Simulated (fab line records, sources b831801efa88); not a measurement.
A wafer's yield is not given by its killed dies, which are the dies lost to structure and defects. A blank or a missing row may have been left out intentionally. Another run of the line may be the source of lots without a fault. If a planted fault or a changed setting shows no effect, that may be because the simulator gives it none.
Split-lot study | flow gf180mcu | on a route of 602 steps: 5 lots, 23 wafers read

== ABOUT THE SPLIT ==
At GF_VT_IMPLANT_COAT_13 (resist thk 1000 nm), the setting spin-rpm was moved away from the recipe's 3000 rpm on 8 of the 23 wafers read, by -6.4% to +6.8%. For the rest of the wafers, this setting stayed at what the recipe calls for.

Reading taken at the split's own step.

== THE READING ==
NOVOLAK_of_VT_IMPLANT_COAT_13.thk-nm (the simulator's own value, which no gauge read), in nm, at GF_VT_IMPLANT_COAT_13 (resist thk 1000 nm). The file gives no usual value for it. Average 1000.5 nm, standard deviation 3 nm, over the 15 wafers here run with the recipe.

wafer  | tool, chamber at the split | spin-rpm as run, rpm | against the recipe | NOVOLAK_of_VT_IMPLANT_COAT_13.thk-nm, nm | against lot-mates on the recipe
L074.1 | litho-track-01, 0          | 2809                 | -6.4%              | 1028                                     | +31.4
L074.2 | litho-track-01, 0          | 3000                 | recipe             | 997.9                                    | -
L074.4 | litho-track-01, 0          | 2809                 | -6.4%              | 1029                                     | +32.4
L074.5 | litho-track-01, 0          | 3000                 | recipe             | 995.5                                    | -
L074.6 | litho-track-01, 0          | 3000                 | recipe             | 996.5                                    | -
L077.1 | litho-track-04, 0          | 3000                 | recipe             | 1004                                     | -
L077.2 | litho-track-04, 0          | 3000                 | recipe             | 1002                                     | -
L077.4 | litho-track-04, 0          | 3000                 | recipe             | 1001                                     | -
L077.5 | litho-track-04, 0          | 3000                 | recipe             | 1006                                     | -
L077.6 | litho-track-04, 0          | 3000                 | recipe             | 1000                                     | -
L079.1 | litho-track-04, 0          | 3000                 | recipe             | 1004                                     | -
L079.3 | litho-track-04, 0          | 3000                 | recipe             | 1004                                     | -
L079.6 | litho-track-04, 0          | 3000                 | recipe             | 1001                                     | -
L078.1 | litho-track-02, 0          | 3000                 | recipe             | 998.8                                    | -
L078.2 | litho-track-02, 0          | 2923                 | -2.6%              | 1012                                     | +12.1
L078.4 | litho-track-02, 0          | 3000                 | recipe             | 1001                                     | -
L078.5 | litho-track-02, 0          | 2923                 | -2.6%              | 1017                                     | +17.1
L078.6 | litho-track-02, 0          | 2923                 | -2.6%              | 1015                                     | +15.1
L084.1 | litho-track-02, 0          | 3204                 | +6.8%              | 965                                      | -33.1
L084.2 | litho-track-02, 0          | 3204                 | +6.8%              | 965.2                                    | -32.9
L084.3 | litho-track-02, 0          | 3000                 | recipe             | 999.4                                    | -
L084.5 | litho-track-02, 0          | 3204                 | +6.8%              | 963.5                                    | -34.6
L084.6 | litho-track-02, 0          | 3000                 | recipe             | 996.8                                    | -

FIT RESULTS
A straight line over all 23 wafers: NOVOLAK_of_VT_IMPLANT_COAT_13.thk-nm changes by -5 nm for each +1% of spin-rpm; r = -0.98; the points scatter about the line by 3 nm.
The same after taking each lot's own level away (the mean of its wafers on the recipe; 23 wafers): -5.02 nm for each +1%; r = -0.99; scatter 1.7 nm.
According to that fit, moving spin-rpm by its largest amount changes the reading by 34 nm.
The span of the lots' own levels, 996.63 to 1003.00 nm, comes to 2.1 times the standard deviation stated above.
The two slopes are in agreement: the lot-to-lot level therefore moves the slope only a little.
Check: with one of the wafers moved furthest among these (+6.8%) left out of the fit, the line predicts -34.1 nm for it against its lot-mates. Against them it came out at -33.1 nm.

== ADDITIONAL SPLITS CARRIED BY THESE WAFERS ==
Other splits were also applied to these wafers ahead of the reading. Each is held against what the fit with the lots' levels taken away leaves over:
other split on the same wafers | wafers away from the commonest value | r with NOVOLAK_of_VT_IMPLANT_COAT_13.thk-nm (lot level and that fit taken away)
GF_STI_PEB_10 peb-temp-c       | 11                                   | +0.17
GF_STI_WET_ETCH_17 time-s      | 15                                   | +0.04
GF_MVSD_IMPLANT_08 dose-cm2    | 8                                    | -0.04
GF_MVSD_STRIP_10 power-w       | 7                                    | +0.07

== THE WHOLE CHAIN: every reading that the file lists as answering this split, in the file's order ==
step                   | what it does       | reading                                                                               | change (the file's fit)              | r (the file's)
GF_VT_IMPLANT_COAT_13  | resist thk 1000 nm | NOVOLAK_of_VT_IMPLANT_COAT_13.thk-nm (the simulator's own value, which no gauge read) | -5.02 nm for each +1% of the setting | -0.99
GF_VT_IMPLANT_STRIP_20 | strips in O2/N2    | strip-time-to-endpoint-s                                                              | withheld for each +1% of the setting | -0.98

== FILE'S OWN FIT ==
NOVOLAK_of_VT_IMPLANT_COAT_13.thk-nm changes by -5.02 nm for each +1% of spin-rpm, r = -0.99.
